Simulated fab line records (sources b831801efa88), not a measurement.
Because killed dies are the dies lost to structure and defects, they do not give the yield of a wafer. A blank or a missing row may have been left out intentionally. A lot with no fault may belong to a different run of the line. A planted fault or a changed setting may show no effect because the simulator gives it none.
Tool commonality check || flow gf180mcu || Sampled: 15 lots, 45 wafers

== REASON IT WAS OPENED ==
At GF_HV_LDD_TW_MEAS_38 the reading HV_LDD_3_TW is flagged on 3 of 15 lots. No-fault wafers: 1413, standard deviation 15.
Rule: a lot is flagged when every wafer of it that has a number lies more than 4 standard deviations from that mean, or none has a number. The rest of the lots are taken to be sound.

{"lot": "L874", "measured": "day 11 16:01", "on": "film-metro-04", "HV_LDD_3_TW, wafer by wafer": "1401 1395 1395", "flag": ""}
{"lot": "L875", "measured": "day 12 00:10", "on": "film-metro-02", "HV_LDD_3_TW, wafer by wafer": "1425 1414 1422", "flag": ""}
{"lot": "L877", "measured": "day 12 13:04", "on": "film-metro-01", "HV_LDD_3_TW, wafer by wafer": "1426 1427 1424", "flag": ""}
{"lot": "L878", "measured": "day 12 22:13", "on": "film-metro-04", "HV_LDD_3_TW, wafer by wafer": "1399 1409 1395", "flag": ""}
{"lot": "L879", "measured": "day 13 04:41", "on": "film-metro-04", "HV_LDD_3_TW, wafer by wafer": "1398 1402 1389", "flag": ""}
{"lot": "L880", "measured": "day 13 13:58", "on": "film-metro-04", "HV_LDD_3_TW, wafer by wafer": "1399 1395 1398", "flag": ""}
{"lot": "L884", "measured": "day 14 19:46", "on": "film-metro-04", "HV_LDD_3_TW, wafer by wafer": "1408 1402 1404", "flag": ""}
{"lot": "L888", "measured": "day 16 02:55", "on": "film-metro-04", "HV_LDD_3_TW, wafer by wafer": "1289 1288 1281", "flag": "FLAGGED"}
{"lot": "L889", "measured": "day 16 11:14", "on": "film-metro-01", "HV_LDD_3_TW, wafer by wafer": "1303 1315 1305", "flag": "FLAGGED"}
{"lot": "L890", "measured": "day 16 18:34", "on": "film-metro-01", "HV_LDD_3_TW, wafer by wafer": "1307 1308 1304", "flag": "FLAGGED"}
{"lot": "L891", "measured": "day 17 10:10", "on": "film-metro-04", "HV_LDD_3_TW, wafer by wafer": "1404 1394 1393", "flag": ""}
{"lot": "L892", "measured": "day 17 10:19", "on": "film-metro-04", "HV_LDD_3_TW, wafer by wafer": "1399 1394 1398", "flag": ""}
{"lot": "L893", "measured": "day 17 18:18", "on": "film-metro-01", "HV_LDD_3_TW, wafer by wafer": "1430 1436 1440", "flag": ""}
{"lot": "L894", "measured": "day 17 23:37", "on": "film-metro-04", "HV_LDD_3_TW, wafer by wafer": "1398 1389 1399", "flag": ""}
{"lot": "L895", "measured": "day 18 15:04", "on": "film-metro-02", "HV_LDD_3_TW, wafer by wafer": "1413 1418 1410", "flag": ""}
Average over the flagged lots: 1300; offset from the usual -113, equal to -8 standard deviations.

== TOOL THAT RAN EACH LOT ==
2 process steps preceding the reading are held in the record, out of 602 steps in the route. Each cell gives the tool, then ch followed by the chambers the sampled wafers passed through, then the start.
{"lot": "L874", "flag": "", "GF_HV_LDD_STRIP_22": "plasma-asher-03 ch 0,1, day 10 21:01", "GF_HV_LDD_IMPLANT_35": "implanter-03 ch 0, day 11 15:37"}
{"lot": "L875", "flag": "", "GF_HV_LDD_STRIP_22": "plasma-asher-04 ch 0,1, day 11 04:04", "GF_HV_LDD_IMPLANT_35": "implanter-03 ch 0, day 11 23:46"}
{"lot": "L877", "flag": "", "GF_HV_LDD_STRIP_22": "plasma-asher-04 ch 0,1, day 11 16:28", "GF_HV_LDD_IMPLANT_35": "implanter-04 ch 0, day 12 12:40"}
{"lot": "L878", "flag": "", "GF_HV_LDD_STRIP_22": "plasma-asher-03 ch 0,1, day 12 02:22", "GF_HV_LDD_IMPLANT_35": "implanter-04 ch 0, day 12 21:49"}
{"lot": "L879", "flag": "", "GF_HV_LDD_STRIP_22": "plasma-asher-03 ch 0,1, day 12 08:35", "GF_HV_LDD_IMPLANT_35": "implanter-03 ch 0, day 13 04:19"}
{"lot": "L880", "flag": "", "GF_HV_LDD_STRIP_22": "plasma-asher-04 ch 0,1, day 12 17:22", "GF_HV_LDD_IMPLANT_35": "implanter-03 ch 0, day 13 13:35"}
{"lot": "L884", "flag": "", "GF_HV_LDD_STRIP_22": "plasma-asher-02 ch 0,1, day 13 22:16", "GF_HV_LDD_IMPLANT_35": "implanter-03 ch 0, day 14 19:23"}
{"lot": "L888", "flag": "FLAGGED", "GF_HV_LDD_STRIP_22": "plasma-asher-04 ch 0,1, day 15 04:28", "GF_HV_LDD_IMPLANT_35": "implanter-02, day 16 02:32"}
{"lot": "L889", "flag": "FLAGGED", "GF_HV_LDD_STRIP_22": "plasma-asher-04 ch 0,1, day 15 12:15", "GF_HV_LDD_IMPLANT_35": "implanter-04, day 16 10:53"}
{"lot": "L890", "flag": "FLAGGED", "GF_HV_LDD_STRIP_22": "plasma-asher-03 ch 0,1, day 15 19:10", "GF_HV_LDD_IMPLANT_35": "implanter-04, day 16 18:10"}
{"lot": "L891", "flag": "", "GF_HV_LDD_STRIP_22": "plasma-asher-02 ch 0, day 16 10:03", "GF_HV_LDD_IMPLANT_35": "implanter-04 ch 0, day 17 09:47"}
{"lot": "L892", "flag": "", "GF_HV_LDD_STRIP_22": "plasma-asher-04 ch 0,1, day 16 10:21", "GF_HV_LDD_IMPLANT_35": "implanter-03 ch 0, day 17 09:56"}
{"lot": "L893", "flag": "", "GF_HV_LDD_STRIP_22": "plasma-asher-04 ch 0,1, day 16 18:42", "GF_HV_LDD_IMPLANT_35": "implanter-02 ch 0, day 17 17:54"}
{"lot": "L894", "flag": "", "GF_HV_LDD_STRIP_22": "plasma-asher-04 ch 0, day 16 23:28", "GF_HV_LDD_IMPLANT_35": "implanter-02 ch 0, day 17 23:14"}
{"lot": "L895", "flag": "", "GF_HV_LDD_STRIP_22": "plasma-asher-04 ch 0,1, day 17 14:36", "GF_HV_LDD_IMPLANT_35": "implanter-02 ch 0, day 18 14:41"}
These steps, and what they do:
- GF_HV_LDD_STRIP_22: strips in O2/N2.
- GF_HV_LDD_IMPLANT_35
- GF_HV_LDD_TW_MEAS_38

== FLAGGED AGAINST TOTAL, ONE TOOL AT A TIME (gauges that did the reading follow at the end) ==
{"step": "GF_HV_LDD_STRIP_22", "tool": "plasma-asher-02", "lots run": 2, "flagged": 0, "share of the flagged lots": "none", "sound lots run after its first flagged lot": "-"}
{"step": "GF_HV_LDD_STRIP_22", "tool": "plasma-asher-03", "lots run": 4, "flagged": 1, "share of the flagged lots": "some", "sound lots run after its first flagged lot": 0}
{"step": "GF_HV_LDD_STRIP_22", "tool": "plasma-asher-04", "lots run": 9, "flagged": 2, "share of the flagged lots": "some", "sound lots run after its first flagged lot": "4 (L892,L893,L894,L895)"}
{"step": "GF_HV_LDD_IMPLANT_35", "tool": "implanter-02", "lots run": 4, "flagged": 1, "share of the flagged lots": "some", "sound lots run after its first flagged lot": "3 (L893,L894,L895)"}
{"step": "GF_HV_LDD_IMPLANT_35", "tool": "implanter-03", "lots run": 6, "flagged": 0, "share of the flagged lots": "none", "sound lots run after its first flagged lot": "-"}
{"step": "GF_HV_LDD_IMPLANT_35", "tool": "implanter-04", "lots run": 5, "flagged": 2, "share of the flagged lots": "some", "sound lots run after its first flagged lot": "1 (L891)"}
{"step": "GF_HV_LDD_TW_MEAS_38", "tool": "film-metro-01", "lots run": 4, "flagged": 2, "share of the flagged lots": "some", "sound lots run after its first flagged lot": "1 (L893)"}
{"step": "GF_HV_LDD_TW_MEAS_38", "tool": "film-metro-02", "lots run": 2, "flagged": 0, "share of the flagged lots": "none", "sound lots run after its first flagged lot": "-"}
{"step": "GF_HV_LDD_TW_MEAS_38", "tool": "film-metro-04", "lots run": 9, "flagged": 1, "share of the flagged lots": "some", "sound lots run after its first flagged lot": "3 (L891,L892,L894)"}

== WHAT THE TABLE ALLOWS ==
No row of the table ran every flagged lot.

== WHAT THE SIMULATOR HAD PUT IN ==
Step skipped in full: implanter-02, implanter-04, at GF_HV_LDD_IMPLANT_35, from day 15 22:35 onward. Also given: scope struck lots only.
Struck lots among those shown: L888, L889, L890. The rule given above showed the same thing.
